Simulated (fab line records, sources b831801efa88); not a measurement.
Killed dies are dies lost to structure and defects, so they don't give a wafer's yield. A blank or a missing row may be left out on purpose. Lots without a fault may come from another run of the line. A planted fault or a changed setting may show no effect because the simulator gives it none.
Which tool did it? | flow sky130 | 12 lots, 36 wafers sampled, at 5 steps of a route of 708

WHAT THE GAUGES READ, wafer by wafer
SKY_POLY_GATE_THK_MEAS_21. Usual: POLY_GATE_OXIDATION_THK 3.99 nm, standard deviation 0.082.
lot  | measured     | on            | POLY_GATE_OXIDATION_THK (nm) | flag
L114 | day 17 09:41 | film_metro-02 | 3.99 4.07 4.16               |
L115 | day 17 15:17 | film_metro-04 | 3.96 3.94 3.88               |
L116 | day 18 00:53 | film_metro-04 | 4.00 3.99 3.83               |
L117 | day 18 08:21 | film_metro-02 | 4.07 4.03 4.03               |
L118 | day 19 03:19 | film_metro-03 | 3.88 3.93 3.91               |
L119 | day 19 11:19 | film_metro-03 | 3.98 4.05 3.97               |
L121 | day 19 22:32 | film_metro-04 | 3.94 3.91 4.01               |
L123 | day 20 14:06 | film_metro-04 | 3.99 4.01 4.08               |
L125 | day 21 05:14 | film_metro-04 | 3.89 3.81 3.88               |
L126 | day 21 15:26 | film_metro-02 | 4.06 3.98 3.93               |
L129 | day 22 05:21 | film_metro-02 | 3.86 4.00 3.96               |
L137 | day 24 19:25 | film_metro-02 | 3.99 4.07 3.90               |

SKY_SPACER_THK_MEAS_01. Usual: SPACER_CVD_00_THK 43.3 nm, standard deviation 0.4.
lot  | measured     | on            | SPACER_CVD_00_THK (nm) | flag
L114 | day 23 19:46 | film_metro-03 | 43.6 43.6 43.7         |
L115 | day 24 01:11 | film_metro-04 | 43.2 42.9 43.4         |
L116 | day 24 10:46 | film_metro-03 | 43.6 43.6 43.4         |
L117 | day 24 17:29 | film_metro-03 | 44.1 43.7 43.9         |
L118 | day 25 14:46 | film_metro-04 | 43.2 42.9 43.4         |
L119 | day 25 20:14 | film_metro-01 | 43.5 43.4 44.1         |
L121 | day 26 07:54 | film_metro-01 | 43.7 42.9 43.6         |
L123 | day 26 23:51 | film_metro-01 | 42.9 42.7 42.7         |
L125 | day 27 12:04 | film_metro-03 | 43.1 43.0 42.8         |
L126 | day 27 23:01 | film_metro-04 | 42.5 42.4 42.6         |
L129 | day 28 10:55 | film_metro-01 | 42.9 42.9 43.0         |
L137 | day 31 02:13 | film_metro-01 | 43.4 43.3 43.9         |

SKY_RES_XHIGH_TW_MEAS_09. Usual: RES_XHIGH_TW 1627, standard deviation 15.
lot  | measured     | on            | RES_XHIGH_TW   | flag
L114 | day 27 10:32 | film_metro-04 | 1648 1648 1649 |
L115 | day 27 18:13 | film_metro-04 | 1641 1645 1643 |
L116 | day 28 02:57 | film_metro-03 | 1621 1611 1621 |
L117 | day 28 09:16 | film_metro-02 | 1608 1610 1612 |
L118 | day 29 05:35 | film_metro-04 | 1644 1637 1644 |
L119 | day 29 13:02 | film_metro-04 | 1650 1640 1643 |
L121 | day 29 22:47 | film_metro-04 | 1644 1648 1642 |
L123 | day 30 16:40 | film_metro-04 | 1635 1635 1643 |
L125 | day 31 02:34 | film_metro-03 | 1618 1613 1607 |
L126 | day 31 11:57 | film_metro-02 | 1620 1617 1608 |
L129 | day 32 00:52 | film_metro-02 | 1605 1605 1608 |
L137 | day 34 14:01 | film_metro-04 | 1650 1647 1648 |

WHICH TOOL RAN EACH LOT (tool, then ch and the chambers of the sampled wafers, then the start)
lot  | SKY_SPACER_ETCHBACK_02             | SKY_POLY_CUT_ETCH_11
L114 | rie_diel-03 ch 0,2, day 23 19:49   | rie_diel-03 ch 0,2,3, day 25 01:17
L115 | rie_diel-03 ch 2,3, day 24 01:14   | rie_diel-04 ch 0,1,2, day 25 06:32
L116 | rie_diel-03 ch 1,3, day 24 10:49   | rie_diel-01 ch 1,3, day 25 16:41
L117 | rie_diel-02 ch 1,2,3, day 24 17:32 | rie_diel-03 ch 0,1,3, day 25 22:53
L118 | rie_diel-03 ch 1,2,3, day 25 14:49 | rie_diel-01 ch 0,2,3, day 26 19:37
L119 | rie_diel-04 ch 1,2, day 25 20:18   | rie_diel-04 ch 0,3, day 27 02:22
L121 | rie_diel-03 ch 0,1,2, day 26 07:58 | rie_diel-01 ch 1,2,3, day 27 12:47
L123 | rie_diel-03 ch 0,1,3, day 26 23:55 | rie_diel-03 ch 0,2,3, day 28 07:16
L125 | rie_diel-03 ch 0,3, day 27 12:06   | rie_diel-04 ch 0,2,3, day 28 17:02
L126 | rie_diel-03 ch 0,2,3, day 27 23:03 | rie_diel-04 ch 1,2,3, day 29 03:41
L129 | rie_diel-04 ch 0,2,3, day 28 10:57 | rie_diel-03 ch 1,2,3, day 29 16:14
L137 | rie_diel-03 ch 2,3, day 31 02:14   | rie_diel-03 ch 0,1, day 32 06:38
- SKY_SPACER_ETCHBACK_02: etches Si3N4 in CH3F/O2, stops on SiO2, time 46.7 s, target depth 45 nm.
- SKY_POLY_CUT_ETCH_11: etches Si3N4 in CF4/CH2F2/Ar, stops on poly-Si, time 42.5 s, target depth 60 nm.

WHAT THE TOOLS THEMSELVES READ (means of the sampled wafers that have a number; where no wafer has one, the mark that the record gives instead)
SKY_SPACER_ETCHBACK_02. Usual: O2_flow_sccm 30.02 sccm, standard deviation 0.098; chamber_pressure_mTorr 25.005 mTorr, standard deviation 0.022; drypump_motor_current_A 5.8 A, standard deviation 0.53; oes_product_au 0.857 a.u., standard deviation 0.0064; throttle_valve_pct 10.562 %, standard deviation 0.0098.
lot  | tool        | O2_flow_sccm (sccm) | chamber_pressure_mTorr (mTorr) | drypump_motor_current_A (A) | oes_product_au (a.u.) | throttle_valve_pct (%) | flag
L114 | rie_diel-03 | 30.02               | 25.032                         | 5.3                         | 0.859                 | 10.560                 |
L115 | rie_diel-03 | 30.02               | 25.001                         | 5.3                         | 0.855                 | 10.565                 |
L116 | rie_diel-03 | 30.02               | 24.996                         | 5.4                         | 0.861                 | 10.567                 |
L117 | rie_diel-02 | 30.12               | 25.006                         | 6.1                         | 0.865                 | 10.561                 |
L118 | rie_diel-03 | 30.09               | 25.035                         | 5.4                         | 0.857                 | 10.565                 |
L119 | rie_diel-04 | 30.08               | 25.005                         | 6.1                         | 0.861                 | 10.561                 |
L121 | rie_diel-03 | 30.08               | 25.012                         | 5.3                         | 0.859                 | 10.565                 |
L123 | rie_diel-03 | 30.00               | 25.016                         | 5.7                         | 0.849                 | 10.559                 |
L125 | rie_diel-03 | 29.85               | 24.998                         | 6.0                         | 0.856                 | 10.563                 |
L126 | rie_diel-03 | 30.07               | 24.984                         | 5.7                         | 0.848                 | 10.555                 |
L129 | rie_diel-04 | 29.98               | 24.996                         | 5.7                         | 0.854                 | 10.571                 |
L137 | rie_diel-03 | 30.01               | 25.011                         | 5.3                         | 0.856                 | 10.567                 |

SKY_POLY_CUT_ETCH_11. Usual: chamber_pressure_mTorr 40.01 mTorr, standard deviation 0.053; drypump_motor_current_A 5.8 A, standard deviation 0.48; oes_product_au 0.831 a.u., standard deviation 0.0069; throttle_valve_pct 14.994 %, standard deviation 0.0091.
lot  | tool        | chamber_pressure_mTorr (mTorr) | drypump_motor_current_A (A) | oes_product_au (a.u.) | throttle_valve_pct (%) | flag
L114 | rie_diel-03 | 39.99                          | 5.7                         | 0.834                 | 14.994                 |
L115 | rie_diel-04 | 39.99                          | 6.1                         | 0.824                 | 14.991                 |
L116 | rie_diel-01 | 40.00                          | 6.2                         | 0.834                 | 14.988                 |
L117 | rie_diel-03 | 40.15                          | 5.7                         | 0.827                 | 14.998                 |
L118 | rie_diel-01 | 40.01                          | 6.0                         | 0.822                 | 14.998                 |
L119 | rie_diel-04 | 39.98                          | 5.6                         | 0.827                 | 14.998                 |
L121 | rie_diel-01 | 40.01                          | 6.1                         | 0.837                 | 14.997                 |
L123 | rie_diel-03 | 39.98                          | 5.7                         | 0.815                 | 14.993                 |
L125 | rie_diel-04 | 39.99                          | 5.7                         | 0.812                 | 14.987                 |
L126 | rie_diel-04 | 39.98                          | 5.7                         | 0.826                 | 15.001                 |
L129 | rie_diel-03 | 39.99                          | 5.4                         | 0.822                 | 14.997                 |
L137 | rie_diel-03 | 40.03                          | 5.7                         | 0.834                 | 14.995                 |

THE ANSWER, worked out from the rows above alone
Rule: a lot is off if the mean of its wafers that have a number lies more than 3 standard deviations from the usual mean. A lot without any number at a reading at which 4 lots or more have one is off too. The other lots that the step has rows for count as sound. The gauges are gone through in route order, then the tools' own readings, and for those a lot's mean is taken as printed above. The first step at which some lot is off is used, and at that step the reading that is off furthest; a lot without a number counts as furthest.
No lot is off at any reading shown: from this, nothing can be told.

WHAT THE SIMULATOR HAD PUT IN
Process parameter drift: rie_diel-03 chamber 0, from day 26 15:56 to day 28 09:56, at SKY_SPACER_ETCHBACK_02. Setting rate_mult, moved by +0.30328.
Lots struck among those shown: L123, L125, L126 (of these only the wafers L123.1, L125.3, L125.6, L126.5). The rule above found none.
